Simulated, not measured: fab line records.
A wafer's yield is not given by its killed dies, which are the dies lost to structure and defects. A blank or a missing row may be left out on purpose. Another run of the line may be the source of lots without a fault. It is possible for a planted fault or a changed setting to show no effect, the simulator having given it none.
2 desks, one fault ; flow sky130 ; each desk has only its own numbers; what lay behind them comes last

== AT THE METROLOGY DESK ==
Lot by lot, what the gauges showed, no matter which tool ran the lot: averages of those sampled wafers that carry a number. If a lot's mean is further than 4 standard deviations from the usual mean, the lot is out of limits and carries the mark OUT (the distance appears in the brackets).
Columns: A = cdNm at SKY_POLY_CUT_CD_MEAS_08, usual 270.3 nm
lot;first seen here;A
L687;day 24 05:58;268.4
L690;day 25 07:29;269.1
L691;day 26 00:02;270.2
L692;day 26 09:24;269.9
L695;day 26 22:58;271.0
L696;day 27 09:51;270.2
L697;day 27 12:05;268.4
L699;day 28 17:45;270.3
L705;day 30 11:28;269.0
L706;day 30 19:01;270.6
L707;day 30 23:37;264.6 (-4.1) OUT
This desk's finding: out of limits on L707; first on L707, day 30 23:37 (cdNm at SKY_POLY_CUT_CD_MEAS_08). Within limits: L687, L690, L691, L692, L695, L696, L697, L699, L705, L706.

== AT THE TOOL OWNER'S DESK: krfScanner-01 ==
The tool's own readings at SKY_POLY_CUT_EXPOSE_05 (exposes mask NPCM, target cd 270 nm): means of the sampled wafers that have a number, for each lot that ran on this tool. If a lot's mean is further than 4 standard deviations from the usual mean, the lot is out of limits and carries the mark OUT (the distance appears in the brackets).
Columns: A = focusOffsetNm at SKY_POLY_CUT_EXPOSE_05, usual 0.0 nm
lot;first seen here;A
L687;day 23 15:06;0.0
L692;day 25 18:59;0.0
L695;day 26 08:11;-0.1
L699;day 28 03:18;0.2
L707;day 30 09:53;0.4
This desk's finding: nothing out of limits on any of the 5 lots.

== PUT TOGETHER ==
On L707, the metrology desk was in a position to raise an alarm at day 30 23:37.
The desk of the tool owner found nothing out of limits.
On record at the tool owner's desk: L707, within its limits.
Every lot named ran SKY_POLY_CUT_EXPOSE_05 on krfScanner-01.

== WHAT THE SIMULATOR PUT IN ==
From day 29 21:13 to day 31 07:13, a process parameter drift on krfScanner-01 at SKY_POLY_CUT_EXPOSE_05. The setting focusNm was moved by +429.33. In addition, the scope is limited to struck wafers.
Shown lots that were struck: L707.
Delay in hours, fault start to first out-of-limits reading, per desk: metrology desk 26.
